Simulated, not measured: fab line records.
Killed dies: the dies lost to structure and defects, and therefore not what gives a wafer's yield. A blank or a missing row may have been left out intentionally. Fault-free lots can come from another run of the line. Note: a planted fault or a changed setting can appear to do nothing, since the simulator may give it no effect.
Comparing a struck lot with a sound one ; flow gf180mcu ; 15 steps out of a route of 602
Sound: these wafers, L351.3, L351.4, L351.5. Wafers struck: L342.2, L342.4, L342.5. Last of all comes the cause.
At each step with rows: each side's tool, then ch and its chambers, then its first start. Under that, the readings that differ: sound wafers ; struck wafers ; difference of the means ; sigmas: that difference in standard deviations of wafers without a fault.
alike: words and numbers the same on both sides, and readings whose means are apart by under 2 such deviations; not compared: readings that were withheld, readings missing a value for some wafer, numbers with overlapping values and no deviation given by the record, and bounds like >300 which may hide the same value.
Wherever a step has rows on one side only, a row that says differs or no value, or a row with sigmas, the two part there. When numbers do not overlap yet have no deviation, they are printed without sigmas and do not part them. Lack of a reading on every wafer of one side parts them only where that side has two or more wafers.

first, 1 step without rows for these wafers: GF_POLY_GATE_OXIDATION_16 (stabilise 600 s, purge 300 s, target thk 4 nm).
GF_POLY_GATE_THK_MEAS_17:
  sound: film_metro-01 at day 15 06:24; struck: film_metro-02 at day 12 13:46
  alike: POLY_GATE_OXIDATION_THK
GF_POLY_GATE_CD_MEAS_18:
  sound: cd_sem-02 at day 15 06:29; struck: cd_sem-02 at day 12 13:51
  alike: cd_nm
then, 7 steps without rows for these wafers: GF_HV_LDD_DEHYDRATE_00 (time 60 s); GF_HV_LDD_HMDS_01 (prime time 60 s); GF_HV_LDD_COAT_02 (resist thk 1000 nm); GF_HV_LDD_SOFTBAKE_03 (time 60 s); GF_HV_LDD_EXPOSE_04 (exposes mask Nplus LV AREA, target cd 400 nm); GF_HV_LDD_PEB_05; GF_HV_LDD_DEVELOP_06 (develop time 60 s).
GF_HV_LDD_CD_MEAS_07: target cd 400 nm.
  sound: cd_sem-02 at day 16 04:32; struck: cd_sem-02 at day 13 10:13
  alike: cd_nm
GF_HV_LDD_OVL_MEAS_08:
  sound: overlay-01 at day 16 04:38; struck: overlay-02 at day 13 10:19
  alike: HV_LDD_OVL
GF_HV_LDD_IMPLANT_09:
  sound on implanter-04 ch 0, day 16 04:43; struck on implanter-04 ch 0, day 13 10:23
reading;sound;struck;difference;sigmas
beam_energy_keV;40.002 40.023 40.002;38.568 38.571 38.578;-1.437;-99 or more
model.implant.rp_nm (nm);27.3 27.3 27.3;26.49 26.49 26.49;-0.81;
model.implant.drp_nm (nm);11.92 11.92 11.92;11.6 11.6 11.6;-0.3;
GF_HV_LDD_STRIP_10: strips in O2/N2.
  sound on plasma_asher-03 ch 0,1, day 16 04:50; struck on plasma_asher-02 ch 0,1, day 13 10:30
reading;sound;struck;difference;sigmas
strip_time_to_endpoint_s (s);12.65 12.69 12.69;12.61 12.59 12.60;-0.08;-2
  alike: chamber_pressure_mTorr, drypump_motor_current_A, heater_power_w, n2_flow_sccm, oes_product_au
  not compared: rf_hours_counter_h
GF_PASSIVATION_PROBE_99:
  the record holds rows for the sound wafers here (prober-02, day 34 05:16) but none for the struck ones

## WHERE THEY PART
Last at GF_PASSIVATION_PROBE_99 as far as this record goes, first at GF_HV_LDD_IMPLANT_09.

WHY: whatever the simulator had introduced
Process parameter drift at GF_HV_LDD_IMPLANT_09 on implanter-04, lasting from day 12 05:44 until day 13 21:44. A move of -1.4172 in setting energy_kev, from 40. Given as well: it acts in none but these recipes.
